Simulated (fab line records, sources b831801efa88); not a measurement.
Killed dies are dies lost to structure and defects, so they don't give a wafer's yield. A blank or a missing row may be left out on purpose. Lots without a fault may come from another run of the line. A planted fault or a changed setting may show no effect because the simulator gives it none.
A struck lot beside a sound one | flow sfq_line | 42 steps out of a route of 325
Sound: wafers L458.1, L458.4, L458.6. Struck: wafers L453.1, L453.3, L453.5. The cause comes at the end.
At each step with rows: each side's tool, then ch and its chambers, then its first start. Under that, the readings that differ: sound wafers | struck wafers | difference of the means | sigmas: that difference in standard deviations of wafers without a fault.
alike: readings whose means differ by less than 2 such deviations, and words and numbers that are the same on both sides. not compared: withheld readings, readings that some wafer has no value for, bounds like >300 that may hide the same value, and numbers for which the record gives no deviation and whose values overlap.
The two part at a step that has a row with sigmas, a row that says differs or no value, or rows on one side only. Numbers that don't overlap but have no deviation are shown without sigmas and don't part them. A reading that every wafer of one side lacks parts them only if that side has two wafers or more.

first, 6 steps without rows for these wafers: SFQ_TRILAYER_M3_LITHO_COAT_080 (resist thk 62 nm); SFQ_TRILAYER_M3_LITHO_COAT_075 (resist thk 600 nm); SFQ_TRILAYER_M3_LITHO_SOFTBAKE_079; SFQ_TRILAYER_M3_LITHO_EXPOSE_076 (exposes mask M3, target cd 500 nm); SFQ_TRILAYER_M3_LITHO_PEB_078 (peb time 60 s); SFQ_TRILAYER_M3_LITHO_DEVELOP_077 (time 60 s).
SFQ_M3_OVL_MEAS_921:
  sound on overlay-01, day 35 17:12; struck on overlay-02, day 34 19:36
  alike: M3_OVL
then, 1 step without rows for these wafers: SFQ_TRILAYER_M3_BARC_OPEN_METAL_ETCH_100 (etches BARC in O2, target depth 125 nm, time 41.7 s).
SFQ_TRILAYER_M3_ETCH_METAL_ETCH_078: etches Nb in Cl2/Ar, stops on SiO2, target depth 240 nm, time 120 s.
  sound on rie_metal-02 ch 0,1, day 35 17:18; struck on rie_metal-02 ch 0,1, day 34 19:42
  alike: chamber_pressure_mTorr, drypump_motor_current_A, oes_product_au
  not compared: rf_hours_counter_h
then, 3 steps without rows for these wafers: SFQ_TRILAYER_M3_STRIP_STRIP_079 (strips in O2); SFQ_TRILAYER_M3_STRIP_SOLV_CLEAN_080 (cleans in NMP, time 600 s); SFQ_TRILAYER_I3_DEP_PECVD_081 (deposits SiO2 from SiH4/N2O, time 111.11 s, target thk 500 nm).
SFQ_TRILAYER_I3_CMP_CMP_082: polishes SiO2.
  sound on cmp-02 ch 1,2,3, day 36 17:28; struck on cmp-01 ch 0,3, day 35 17:52
  reading                                             | sound             | struck            | difference | sigmas
  time_to_endpoint_s (s)                              | 207 216 217       | 276 274 282       | +64        | +9
  model.SiO2_of_TRILAYER_I3_DEP_PECVD_081.thk_nm (nm) | 199.8 200.1 198.4 | 302.2 302.8 305.2 | +104.0     |
  alike: edge_zone_pressure_frac, motor_current_A
SFQ_I3_BOW_MEAS_922:
  sound on film_metro-01, day 36 19:28; struck on film_metro-02, day 35 20:22
  reading     | sound  | struck   | difference | sigmas
  I3_BOW (um) | -2 4 4 | 20 23 27 | +21        | +2
SFQ_TRILAYER_I3_METRO_MEASURE_083:
  sound on film_metro-01, day 36 19:35; struck on film_metro-02, day 35 20:29
  reading     | sound             | struck            | difference | sigmas
  thk_nm (nm) | 199.7 200.2 198.5 | 302.0 302.8 305.3 | +103.9     | +99 or more
then, 6 steps without rows for these wafers: SFQ_TRILAYER_I3_VIA_LITHO_COAT_090 (resist thk 62 nm); SFQ_TRILAYER_I3_VIA_LITHO_COAT_085 (resist thk 650 nm); SFQ_TRILAYER_I3_VIA_LITHO_SOFTBAKE_089; SFQ_TRILAYER_I3_VIA_LITHO_EXPOSE_086 (exposes mask I3, target cd 500 nm); SFQ_TRILAYER_I3_VIA_LITHO_PEB_088 (peb time 60 s); SFQ_TRILAYER_I3_VIA_LITHO_DEVELOP_087 (time 60 s).
-- the record jumps here: 4 days lie between the struck wafers' starts before and after --
SFQ_I3_OVL_MEAS_923:
  sound on overlay-02, day 41 06:10; struck on overlay-02, day 39 19:22
  reading     | sound  | struck   | difference | sigmas
  I3_OVL (nm) | -2 5 6 | -9 -9 -6 | -11        | -2
then, 1 step without rows for these wafers: SFQ_TRILAYER_I3_VIA_BARC_OPEN_VIA_ETCH_121 (etches BARC in O2, target depth 125 nm, time 41.7 s).
SFQ_TRILAYER_I3_VIA_ETCH_VIA_ETCH_088: etches SiO2 in CHF3, stops on Nb, target depth 260 nm.
  sound on rie_diel-04 ch 0,1, day 41 06:14; struck on rie_diel-04 ch 0,2, day 39 19:26
  reading                        | sound             | struck            | difference | sigmas
  oes_product_au (a.u.)          | 0.867 0.847 0.850 | 1.004 1.008 1.005 | +0.151     | +28
  model.etch.depth_nm (nm)       | 199.8 200.1 198.4 | 264.1 262.1 263.4 | +63.8      |
  model.I3.feature_depth_nm (nm) | 200.1 200.4 198.7 | 264.1 262.1 263.4 | +63.5      |
  alike: chamber_pressure_mTorr, drypump_motor_current_A
SFQ_TRILAYER_I3_VIA_STRIP_STRIP_089: strips in O2.
  sound on rie_metal-01 ch 0,1, day 41 06:21; struck on rie_metal-03 ch 0,1, day 39 19:33
  alike: chamber_pressure_mTorr, drypump_motor_current_A, oes_product_au
  not compared: rf_hours_counter_h
then, 1 step without rows for these wafers: SFQ_TRILAYER_I3_VIA_STRIP_SOLV_CLEAN_090 (cleans in NMP, time 600 s).
SFQ_TRILAYER_M4_DEP_PRE_CLEAN_092: time 22.5 s.
  sound on pvd_sputter-05, day 41 07:08; struck on pvd_sputter-05, day 39 20:20
  reading                                             | sound             | struck            | difference | sigmas
  model.SiO2_of_TRILAYER_I3_DEP_PECVD_081.thk_nm (nm) | 192.3 192.6 190.9 | 294.7 295.3 297.7 | +104.0     |
SFQ_TRILAYER_M4_DEP_SPUTTER_091: material Nb, target thk 200 nm, time 133.3 s.
  sound on pvd_sputter-05, day 41 07:09; struck on pvd_sputter-05, day 39 20:21
  alike: throttle_valve_pct
SFQ_M4_RS_MEAS_924: measures by four-point-probe.
  sound on film_metro-04, day 41 07:15; struck on film_metro-04, day 39 20:27
  reading           | sound             | struck            | difference | sigmas
  M4_NB_RS (ohm/sq) | 0.892 0.897 0.896 | 0.877 0.882 0.880 | -0.015     | -2
then, 6 steps without rows for these wafers: SFQ_TRILAYER_M4_LITHO_COAT_098 (resist thk 62 nm); SFQ_TRILAYER_M4_LITHO_COAT_093 (resist thk 600 nm); SFQ_TRILAYER_M4_LITHO_SOFTBAKE_097; SFQ_TRILAYER_M4_LITHO_EXPOSE_094 (exposes mask M4, target cd 500 nm); SFQ_TRILAYER_M4_LITHO_PEB_096 (peb time 60 s); SFQ_TRILAYER_M4_LITHO_DEVELOP_095 (time 60 s).
-- the record jumps here: 5 days lie between the struck wafers' starts before and after --
SFQ_M4_OVL_MEAS_926:
  sound on overlay-01, day 47 00:49; struck on overlay-01, day 45 02:08
  alike: M4_OVL
SFQ_TRILAYER_M4_BARC_OPEN_METAL_ETCH_123: etches BARC in O2, target depth 125 nm, time 41.7 s.
  sound on rie_metal-01 ch 0,1, day 47 00:52; struck on rie_metal-04 ch 1, day 45 02:10
  alike: chamber_pressure_mTorr, drypump_motor_current_A, oes_product_au
  not compared: rf_hours_counter_h
SFQ_TRILAYER_M4_ETCH_METAL_ETCH_096: etches Nb in Cl2/Ar, stops on SiO2, target depth 240 nm, time 120 s.
  sound on rie_metal-01 ch 0,1, day 47 00:55; struck on rie_metal-04 ch 1, day 45 02:17
  alike: chamber_pressure_mTorr, drypump_motor_current_A, oes_product_au
  not compared: rf_hours_counter_h
then, 3 steps without rows for these wafers: SFQ_TRILAYER_M4_STRIP_STRIP_097 (strips in O2); SFQ_TRILAYER_M4_STRIP_SOLV_CLEAN_098 (cleans in NMP, time 600 s); SFQ_TRILAYER_I4_DEP_PECVD_099 (deposits SiO2 from SiH4/N2O, time 111.11 s, target thk 500 nm).
-- the record jumps here: 35 days lie between the struck wafers' starts before and after --
SFQ_M8_BOW_MEAS_951:
  sound on film_metro-01, day 84 23:34; struck on film_metro-01, day 80 06:17
  reading                 | sound            | struck            | difference | sigmas
  model.etest.i3.link_ohm | 1.982 1.986 1.98 | 1e+06 1e+06 1e+06 | +1e+06     |
  alike: M8_BOW

WHERE THEY PART
First at SFQ_TRILAYER_I3_CMP_CMP_082; last, within this record, at SFQ_M4_RS_MEAS_924. Later steps at which nothing parts them and some readings are alike: SFQ_M4_OVL_MEAS_926, SFQ_TRILAYER_M4_BARC_OPEN_METAL_ETCH_123, SFQ_TRILAYER_M4_ETCH_METAL_ETCH_096, SFQ_M8_BOW_MEAS_951.

WHY: what the simulator had put in
Process parameter drift: cmp-01, from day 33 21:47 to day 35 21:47, at SFQ_TRILAYER_I3_CMP_CMP_082. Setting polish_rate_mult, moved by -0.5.
